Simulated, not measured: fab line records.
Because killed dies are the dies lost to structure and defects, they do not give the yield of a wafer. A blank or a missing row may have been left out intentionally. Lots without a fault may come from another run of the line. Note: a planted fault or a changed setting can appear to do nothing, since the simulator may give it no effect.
Which tool did it? :: flow gf180mcu :: 24 lots, 72 wafers sampled, at 6 steps of a route of 602

== WHAT EACH GAUGE READ, for each wafer ==
GF_STI_THK_MEAS_30. Usual: for STI_OXIDATION_02_THK the level is 10.00 nm and the standard deviation is 0.25.
lot: L074
measured: day 2 06:46
on: film metro-03
STI_OXIDATION_02_THK (nm): 10.00 10.12 10.14
flag: 

lot: L075
measured: day 2 13:55
on: film metro-03
STI_OXIDATION_02_THK (nm): 9.93 10.11 9.76
flag: 

lot: L076
measured: day 2 17:31
on: film metro-03
STI_OXIDATION_02_THK (nm): 9.98 9.98 10.14
flag: 

lot: L077
measured: day 2 21:08
on: film metro-03
STI_OXIDATION_02_THK (nm): 10.19 10.14 10.23
flag: 

lot: L078
measured: day 3 02:25
on: film metro-01
STI_OXIDATION_02_THK (nm): 9.41 9.57 9.52
flag: 

lot: L079
measured: day 3 09:14
on: film metro-03
STI_OXIDATION_02_THK (nm): 10.06 10.23 9.99
flag: 

lot: L080
measured: day 3 13:22
on: film metro-01
STI_OXIDATION_02_THK (nm): 10.06 9.99 10.12
flag: 

lot: L081
measured: day 3 17:23
on: film metro-02
STI_OXIDATION_02_THK (nm): 9.82 9.58 9.61
flag: 

lot: L082
measured: day 3 23:27
on: film metro-03
STI_OXIDATION_02_THK (nm): 9.83 9.74 9.66
flag: 

lot: L083
measured: day 4 06:17
on: film metro-02
STI_OXIDATION_02_THK (nm): 10.59 10.44 10.29
flag: 

lot: L084
measured: day 4 11:23
on: film metro-02
STI_OXIDATION_02_THK (nm): 9.66 9.76 9.79
flag: 

lot: L085
measured: day 4 16:34
on: film metro-02
STI_OXIDATION_02_THK (nm): 10.21 10.10 10.20
flag: 

lot: L086
measured: day 4 20:29
on: film metro-02
STI_OXIDATION_02_THK (nm): 10.13 10.19 10.11
flag: 

lot: L087
measured: day 5 08:13
on: film metro-03
STI_OXIDATION_02_THK (nm): 10.18 10.12 10.20
flag: 

lot: L088
measured: day 5 10:51
on: film metro-03
STI_OXIDATION_02_THK (nm): 10.36 10.35 10.24
flag: 

lot: L089
measured: day 5 14:54
on: film metro-02
STI_OXIDATION_02_THK (nm): 9.96 9.76 10.10
flag: 

lot: L090
measured: day 5 19:11
on: film metro-03
STI_OXIDATION_02_THK (nm): 10.40 10.30 10.52
flag: 

lot: L091
measured: day 5 23:50
on: film metro-01
STI_OXIDATION_02_THK (nm): 10.04 10.05 9.97
flag: 

lot: L092
measured: day 6 05:58
on: film metro-01
STI_OXIDATION_02_THK (nm): 9.79 9.77 9.81
flag: 

lot: L093
measured: day 6 09:59
on: film metro-03
STI_OXIDATION_02_THK (nm): 10.03 9.94 10.04
flag: 

lot: L094
measured: day 6 17:52
on: film metro-01
STI_OXIDATION_02_THK (nm): 10.22 10.07 10.32
flag: 

lot: L095
measured: day 6 19:58
on: film metro-03
STI_OXIDATION_02_THK (nm): 9.92 10.06 9.95
flag: 

lot: L096
measured: day 6 23:40
on: film metro-01
STI_OXIDATION_02_THK (nm): 9.48 9.62 9.70
flag: 

lot: L097
measured: day 7 04:41
on: film metro-02
STI_OXIDATION_02_THK (nm): 9.73 9.91 9.68
flag: 

GF_DUAL_GATE_THK_MEAS_03. Usual: for DUAL_GATE_OXIDATION_00_THK the level is 10.83 nm and the standard deviation is 0.24.
lot: L074
measured: day 7 12:32
on: film metro-01
DUAL_GATE_OXIDATION_00_THK (nm): 10.37 10.29 10.22
flag: 

lot: L075
measured: day 8 00:31
on: film metro-02
DUAL_GATE_OXIDATION_00_THK (nm): 10.73 10.81 11.01
flag: 

lot: L076
measured: day 8 05:00
on: film metro-02
DUAL_GATE_OXIDATION_00_THK (nm): 10.68 10.77 10.57
flag: 

lot: L077
measured: day 8 08:25
on: film metro-02
DUAL_GATE_OXIDATION_00_THK (nm): 10.65 10.62 10.62
flag: 

lot: L078
measured: day 8 14:58
on: film metro-02
DUAL_GATE_OXIDATION_00_THK (nm): 10.85 10.81 10.69
flag: 

lot: L079
measured: day 9 01:13
on: film metro-01
DUAL_GATE_OXIDATION_00_THK (nm): 10.71 10.97 10.85
flag: 

lot: L080
measured: day 9 06:15
on: film metro-03
DUAL_GATE_OXIDATION_00_THK (nm): 10.61 10.78 10.75
flag: 

lot: L081
measured: day 9 11:22
on: film metro-02
DUAL_GATE_OXIDATION_00_THK (nm): 10.78 10.64 10.75
flag: 

lot: L082
measured: day 9 18:30
on: film metro-01
DUAL_GATE_OXIDATION_00_THK (nm): 11.01 10.98 10.93
flag: 

lot: L083
measured: day 10 03:58
on: film metro-01
DUAL_GATE_OXIDATION_00_THK (nm): 10.71 10.86 10.95
flag: 

lot: L084
measured: day 10 11:52
on: film metro-03
DUAL_GATE_OXIDATION_00_THK (nm): 10.75 10.79 10.92
flag: 

lot: L085
measured: day 10 18:10
on: film metro-01
DUAL_GATE_OXIDATION_00_THK (nm): 10.98 10.98 11.13
flag: 

lot: L086
measured: day 10 21:52
on: film metro-02
DUAL_GATE_OXIDATION_00_THK (nm): 10.60 10.50 10.79
flag: 

lot: L087
measured: day 11 13:12
on: film metro-01
DUAL_GATE_OXIDATION_00_THK (nm): 11.00 10.93 10.89
flag: 

lot: L088
measured: day 11 18:31
on: film metro-01
DUAL_GATE_OXIDATION_00_THK (nm): 10.33 10.61 10.50
flag: 

lot: L089
measured: day 11 23:56
on: film metro-02
DUAL_GATE_OXIDATION_00_THK (nm): 11.09 11.16 11.16
flag: 

lot: L090
measured: day 12 07:32
on: film metro-01
DUAL_GATE_OXIDATION_00_THK (nm): 10.75 10.50 10.64
flag: 

lot: L091
measured: day 12 12:20
on: film metro-01
DUAL_GATE_OXIDATION_00_THK (nm): 11.07 11.06 11.10
flag: 

lot: L092
measured: day 13 01:33
on: film metro-01
DUAL_GATE_OXIDATION_00_THK (nm): 11.19 10.92 11.13
flag: 

lot: L093
measured: day 13 02:05
on: film metro-02
DUAL_GATE_OXIDATION_00_THK (nm): 10.97 11.30 11.17
flag: 

lot: L094
measured: day 13 12:46
on: film metro-01
DUAL_GATE_OXIDATION_00_THK (nm): 11.02 10.80 10.95
flag: 

lot: L095
measured: day 13 17:07
on: film metro-02
DUAL_GATE_OXIDATION_00_THK (nm): 10.91 10.82 10.92
flag: 

lot: L096
measured: day 13 19:29
on: film metro-01
DUAL_GATE_OXIDATION_00_THK (nm): 10.92 10.80 10.71
flag: 

lot: L097
measured: day 14 02:35
on: film metro-02
DUAL_GATE_OXIDATION_00_THK (nm): 11.30 11.17 11.07
flag: 

GF_HV_LDD_TW_MEAS_23. Usual: for HV_LDD_2_TW the level is 1054 and the standard deviation is 14.
lot: L074
measured: day 10 14:05
on: film metro-03
HV_LDD_2_TW: 1040 1038 1039
flag: 

lot: L075
measured: day 11 04:05
on: film metro-03
HV_LDD_2_TW: 1039 1034 1035
flag: 

lot: L076
measured: day 11 08:59
on: film metro-04
HV_LDD_2_TW: 1052 1059 1057
flag: 

lot: L077
measured: day 11 12:28
on: film metro-03
HV_LDD_2_TW: 1034 1038 1034
flag: 

lot: L078
measured: day 11 19:32
on: film metro-03
HV_LDD_2_TW: 1035 1041 1035
flag: 

lot: L079
measured: day 12 10:17
on: film metro-02
HV_LDD_2_TW: 1068 1073 1076
flag: 

lot: L080
measured: day 12 13:22
on: film metro-02
HV_LDD_2_TW: 1074 1080 1082
flag: 

lot: L081
measured: day 12 20:17
on: film metro-04
HV_LDD_2_TW: 1061 1057 1060
flag: 

lot: L082
measured: day 13 04:49
on: film metro-02
HV_LDD_2_TW: 1059 1062 1063
flag: 

lot: L083
measured: day 13 14:24
on: film metro-02
HV_LDD_2_TW: 1065 1061 1058
flag: 

lot: L084
measured: day 13 22:30
on: film metro-03
HV_LDD_2_TW: 1037 1047 1035
flag: 

lot: L085
measured: day 14 07:25
on: film metro-03
HV_LDD_2_TW: 1034 1033 1031
flag: 

lot: L086
measured: day 14 10:01
on: film metro-02
HV_LDD_2_TW: 1069 1073 1076
flag: 

lot: L087
measured: day 15 02:22
on: film metro-03
HV_LDD_2_TW: 1046 1042 1045
flag: 

lot: L088
measured: day 15 11:38
on: film metro-03
HV_LDD_2_TW: 1039 1042 1041
flag: 

lot: L089
measured: day 15 16:19
on: film metro-04
HV_LDD_2_TW: 1057 1062 1063
flag: 

lot: L090
measured: day 15 23:17
on: film metro-02
HV_LDD_2_TW: 1072 1067 1069
flag: 

lot: L091
measured: day 16 06:04
on: film metro-02
HV_LDD_2_TW: 1065 1065 1065
flag: 

lot: L092
measured: day 16 20:06
on: film metro-02
HV_LDD_2_TW: 1063 1066 1063
flag: 

lot: L093
measured: day 17 00:17
on: film metro-03
HV_LDD_2_TW: 1032 1038 1040
flag: 

lot: L094
measured: day 17 10:23
on: film metro-02
HV_LDD_2_TW: 1062 1057 1065
flag: 

lot: L095
measured: day 17 15:49
on: film metro-04
HV_LDD_2_TW: 1064 1064 1063
flag: 

lot: L096
measured: day 17 17:10
on: film metro-04
HV_LDD_2_TW: 1066 1067 1066
flag: 

lot: L097
measured: day 18 01:44
on: film metro-04
HV_LDD_2_TW: 1066 1063 1062
flag: 

GF_HV_LDD_CD_MEAS_31 targets a cd of 400 nm. Usual: cd nm 400.2 nm, standard deviation 2.8.
lot: L074
measured: day 11 07:53
on: cd sem-02
cd nm (nm): 399.4 398.4 397.2
flag: 

lot: L075
measured: day 11 21:52
on: cd sem-01
cd nm (nm): 401.6 400.9 401.8
flag: 

lot: L076
measured: day 12 03:40
on: cd sem-01
cd nm (nm): 398.6 398.5 400.3
flag: 

lot: L077
measured: day 12 07:04
on: cd sem-01
cd nm (nm): 396.3 398.5 395.7
flag: 

lot: L078
measured: day 12 14:04
on: cd sem-01
cd nm (nm): 396.0 392.5 395.1
flag: 

lot: L079
measured: day 13 05:58
on: cd sem-02
cd nm (nm): 405.1 404.8 403.2
flag: 

lot: L080
measured: day 13 08:44
on: cd sem-01
cd nm (nm): 404.5 402.9 403.3
flag: 

lot: L081
measured: day 13 15:48
on: cd sem-01
cd nm (nm): 399.4 397.9 397.3
flag: 

lot: L082
measured: day 14 00:58
on: cd sem-02
cd nm (nm): 404.0 404.5 405.4
flag: 

lot: L083
measured: day 14 10:19
on: cd sem-02
cd nm (nm): 395.5 396.5 397.8
flag: 

lot: L084
measured: day 14 19:22
on: cd sem-02
cd nm (nm): 400.4 399.1 398.0
flag: 

lot: L085
measured: day 15 04:43
on: cd sem-02
cd nm (nm): 398.8 397.6 399.0
flag: 

lot: L086
measured: day 15 06:58
on: cd sem-02
cd nm (nm): 399.1 398.1 399.6
flag: 

lot: L087
measured: day 15 23:21
on: cd sem-01
cd nm (nm): 398.3 400.3 401.4
flag: 

lot: L088
measured: day 16 08:58
on: cd sem-01
cd nm (nm): 397.8 398.4 400.8
flag: 

lot: L089
measured: day 16 14:10
on: cd sem-01
cd nm (nm): 400.8 402.1 402.1
flag: 

lot: L090
measured: day 16 21:52
on: cd sem-02
cd nm (nm): 402.4 403.7 405.7
flag: 

lot: L091
measured: day 17 04:43
on: cd sem-02
cd nm (nm): 402.1 403.0 401.0
flag: 

lot: L092
measured: day 17 19:06
on: cd sem-01
cd nm (nm): 396.8 396.8 398.8
flag: 

lot: L093
measured: day 17 22:50
on: cd sem-02
cd nm (nm): 402.2 402.0 401.9
flag: 

lot: L094
measured: day 18 09:28
on: cd sem-02
cd nm (nm): 399.3 396.8 398.4
flag: 

lot: L095
measured: day 18 14:46
on: cd sem-01
cd nm (nm): 398.6 396.0 399.0
flag: 

lot: L096
measured: day 18 16:46
on: cd sem-02
cd nm (nm): 403.2 401.8 404.6
flag: 

lot: L097
measured: day 19 01:41
on: cd sem-02
cd nm (nm): 404.2 402.5 401.5
flag: 

GF_M4_OVL_MEAS_15. Usual: for M4_OVL the level is 2 nm and the standard deviation is 6.6.
lot: L074
measured: day 23 05:23
on: overlay-02
M4_OVL (nm): -4 -5 -1
flag: 

lot: L075
measured: day 23 18:55
on: overlay-01
M4_OVL (nm): 9 10 13
flag: 

lot: L076
measured: day 24 02:13
on: overlay-01
M4_OVL (nm): 8 3 5
flag: 

lot: L077
measured: day 24 08:43
on: overlay-02
M4_OVL (nm): 2 -1 -2
flag: 

lot: L078
measured: day 24 12:34
on: overlay-01
M4_OVL (nm): -2 -4 -5
flag: 

lot: L079
measured: day 25 06:31
on: overlay-01
M4_OVL (nm): -3 -1 1
flag: 

lot: L080
measured: day 25 10:19
on: overlay-01
M4_OVL (nm): 4 4 5
flag: 

lot: L081
measured: day 25 18:37
on: overlay-01
M4_OVL (nm): -8 -9 -11
flag: 

lot: L082
measured: day 26 04:55
on: overlay-02
M4_OVL (nm): 3 8 13
flag: 

lot: L083
measured: day 26 14:16
on: overlay-01
M4_OVL (nm): 15 12 11
flag: 

lot: L084
measured: day 26 21:02
on: overlay-02
M4_OVL (nm): -3 -1 -2
flag: 

lot: L085
measured: day 27 06:11
on: overlay-02
M4_OVL (nm): -6 -9 2
flag: 

lot: L086
measured: day 27 09:49
on: overlay-02
M4_OVL (nm): 12 1 10
flag: 

lot: L087
measured: day 28 00:58
on: overlay-02
M4_OVL (nm): -3 0 -4
flag: 

lot: L088
measured: day 28 08:04
on: overlay-01
M4_OVL (nm): 12 3 10
flag: 

lot: L089
measured: day 28 13:10
on: overlay-02
M4_OVL (nm): -1 -5 -8
flag: 

lot: L090
measured: day 28 17:28
on: overlay-01
M4_OVL (nm): 15 5 12
flag: 

lot: L091
measured: day 29 02:59
on: overlay-02
M4_OVL (nm): -8 -1 -2
flag: 

lot: L092
measured: day 29 12:14
on: overlay-02
M4_OVL (nm): 6 13 13
flag: 

lot: L093
measured: day 29 16:37
on: overlay-02
M4_OVL (nm): -4 -4 -3
flag: 

lot: L094
measured: day 30 01:49
on: overlay-02
M4_OVL (nm): 2 -7 0
flag: 

lot: L095
measured: day 30 03:11
on: overlay-02
M4_OVL (nm): -2 -3 -7
flag: 

lot: L096
measured: day 30 05:45
on: overlay-01
M4_OVL (nm): 6 11 5
flag: 

lot: L097
measured: day 30 11:23
on: overlay-02
M4_OVL (nm): -8 3 0
flag: 

== WHAT TOOL EACH LOT RAN ON (gives the tool, then ch and the chambers of the sampled wafers, and finally the start) ==
lot: L074
GF_STI_STRIP_15: plasma asher-03 ch 0,1, day 2 01:57

lot: L075
GF_STI_STRIP_15: plasma asher-04 ch 0,1, day 2 08:33

lot: L076
GF_STI_STRIP_15: plasma asher-01 ch 0,1, day 2 13:26

lot: L077
GF_STI_STRIP_15: plasma asher-03 ch 0,1, day 2 17:03

lot: L078
GF_STI_STRIP_15: plasma asher-01 ch 0,1, day 2 21:56

lot: L079
GF_STI_STRIP_15: plasma asher-01 ch 0,1, day 3 04:52

lot: L080
GF_STI_STRIP_15: plasma asher-03 ch 0,1, day 3 08:34

lot: L081
GF_STI_STRIP_15: plasma asher-04 ch 0,1, day 3 12:39

lot: L082
GF_STI_STRIP_15: plasma asher-01 ch 0,1, day 3 19:14

lot: L083
GF_STI_STRIP_15: plasma asher-04 ch 0,1, day 3 23:46

lot: L084
GF_STI_STRIP_15: plasma asher-04 ch 0,1, day 4 06:57

lot: L085
GF_STI_STRIP_15: plasma asher-03 ch 0,1, day 4 10:43

lot: L086
GF_STI_STRIP_15: plasma asher-01 ch 0,1, day 4 16:21

lot: L087
GF_STI_STRIP_15: plasma asher-04 ch 0, day 4 20:39

lot: L088
GF_STI_STRIP_15: plasma asher-03 ch 0,1, day 5 01:43

lot: L089
GF_STI_STRIP_15: plasma asher-03 ch 0,1, day 5 06:25

lot: L090
GF_STI_STRIP_15: plasma asher-01 ch 0,1, day 5 10:57

lot: L091
GF_STI_STRIP_15: plasma asher-01 ch 0,1, day 5 19:43

lot: L092
GF_STI_STRIP_15: plasma asher-03 ch 0,1, day 6 00:58

lot: L093
GF_STI_STRIP_15: plasma asher-03 ch 0,1, day 6 05:45

lot: L094
GF_STI_STRIP_15: plasma asher-03 ch 0,1, day 6 10:50

lot: L095
GF_STI_STRIP_15: plasma asher-01 ch 0,1, day 6 13:35

lot: L096
GF_STI_STRIP_15: plasma asher-01 ch 0,1, day 6 18:44

lot: L097
GF_STI_STRIP_15: plasma asher-04 ch 0,1, day 7 00:19
- GF_STI_STRIP_15: strips in O2/N2.

== WHAT THE TOOLS THEMSELVES READ (means of the sampled wafers that have a number; where no wafer has one, the mark that the record gives instead) ==
GF_STI_STRIP_15. Usual: drypump motor current A 5.6 A, standard deviation 0.6; heater power w 331 W, standard deviation 32; oes product au 0.384 a.u., standard deviation 0.005; strip time to endpoint s 3.72 s, standard deviation 0.055.
lot: L074
tool: plasma asher-03
drypump motor current A (A): 5.5
heater power w (W): 309
oes product au (a.u.): 0.384
strip time to endpoint s (s): 3.71
flag: 

lot: L075
tool: plasma asher-04
drypump motor current A (A): 6.3
heater power w (W): 313
oes product au (a.u.): 0.388
strip time to endpoint s (s): 3.72
flag: 

lot: L076
tool: plasma asher-01
drypump motor current A (A): 5.2
heater power w (W): 352
oes product au (a.u.): 0.377
strip time to endpoint s (s): 3.76
flag: 

lot: L077
tool: plasma asher-03
drypump motor current A (A): 5.5
heater power w (W): 302
oes product au (a.u.): 0.383
strip time to endpoint s (s): 3.68
flag: 

lot: L078
tool: plasma asher-01
drypump motor current A (A): 5.5
heater power w (W): 341
oes product au (a.u.): 0.385
strip time to endpoint s (s): 3.76
flag: 

lot: L079
tool: plasma asher-01
drypump motor current A (A): 5.2
heater power w (W): 357
oes product au (a.u.): 0.383
strip time to endpoint s (s): 3.67
flag: 

lot: L080
tool: plasma asher-03
drypump motor current A (A): 5.8
heater power w (W): 330
oes product au (a.u.): 0.382
strip time to endpoint s (s): 3.71
flag: 

lot: L081
tool: plasma asher-04
drypump motor current A (A): 5.8
heater power w (W): 333
oes product au (a.u.): 0.379
strip time to endpoint s (s): 3.66
flag: 

lot: L082
tool: plasma asher-01
drypump motor current A (A): 5.2
heater power w (W): 350
oes product au (a.u.): 0.382
strip time to endpoint s (s): 3.74
flag: 

lot: L083
tool: plasma asher-04
drypump motor current A (A): 6.3
heater power w (W): 314
oes product au (a.u.): 0.388
strip time to endpoint s (s): 3.76
flag: 

lot: L084
tool: plasma asher-04
drypump motor current A (A): 6.3
heater power w (W): 311
oes product au (a.u.): 0.383
strip time to endpoint s (s): 3.75
flag: 

lot: L085
tool: plasma asher-03
drypump motor current A (A): 5.5
heater power w (W): 311
oes product au (a.u.): 0.382
strip time to endpoint s (s): 3.77
flag: 

lot: L086
tool: plasma asher-01
drypump motor current A (A): 5.2
heater power w (W): 347
oes product au (a.u.): 0.379
strip time to endpoint s (s): 3.61
flag: 

lot: L087
tool: plasma asher-04
drypump motor current A (A): 6.7
heater power w (W): 291
oes product au (a.u.): 0.384
strip time to endpoint s (s): 3.68
flag: 

lot: L088
tool: plasma asher-03
drypump motor current A (A): 5.5
heater power w (W): 310
oes product au (a.u.): 0.384
strip time to endpoint s (s): 3.74
flag: 

lot: L089
tool: plasma asher-03
drypump motor current A (A): 5.5
heater power w (W): 304
oes product au (a.u.): 0.381
strip time to endpoint s (s): 3.69
flag: 

lot: L090
tool: plasma asher-01
drypump motor current A (A): 5.2
heater power w (W): 356
oes product au (a.u.): 0.389
strip time to endpoint s (s): 3.73
flag: 

lot: L091
tool: plasma asher-01
drypump motor current A (A): 5.2
heater power w (W): 352
oes product au (a.u.): 0.381
strip time to endpoint s (s): 3.72
flag: 

lot: L092
tool: plasma asher-03
drypump motor current A (A): 5.8
heater power w (W): 331
oes product au (a.u.): 0.384
strip time to endpoint s (s): 3.74
flag: 

lot: L093
tool: plasma asher-03
drypump motor current A (A): 5.5
heater power w (W): 310
oes product au (a.u.): 0.378
strip time to endpoint s (s): 3.68
flag: 

lot: L094
tool: plasma asher-03
drypump motor current A (A): 5.8
heater power w (W): 333
oes product au (a.u.): 0.377
strip time to endpoint s (s): 3.72
flag: 

lot: L095
tool: plasma asher-01
drypump motor current A (A): 5.2
heater power w (W): 353
oes product au (a.u.): 0.391
strip time to endpoint s (s): 3.77
flag: 

lot: L096
tool: plasma asher-01
drypump motor current A (A): 5.2
heater power w (W): 354
oes product au (a.u.): 0.384
strip time to endpoint s (s): 3.76
flag: 

lot: L097
tool: plasma asher-04
drypump motor current A (A): 6.3
heater power w (W): 311
oes product au (a.u.): 0.385
strip time to endpoint s (s): 3.71
flag: 

== THE ANSWER, worked out from the rows above alone ==
Rule: lot off if the mean of its wafers having a number is beyond 3 standard deviations from the usual mean. Also off: a lot with no number at a reading for which 4 or more lots have one. Any other lot the step has rows for is counted as sound. The gauges are gone through in route order, then the tools' own readings, and for those a lot's mean is taken as printed above. At the first step where some lot is off, the reading lying furthest off is the one used; lots without a number count as furthest.
No lot is off on any of the readings shown, so nothing can be concluded from this.

== WHAT THE SIMULATOR PUT IN ==
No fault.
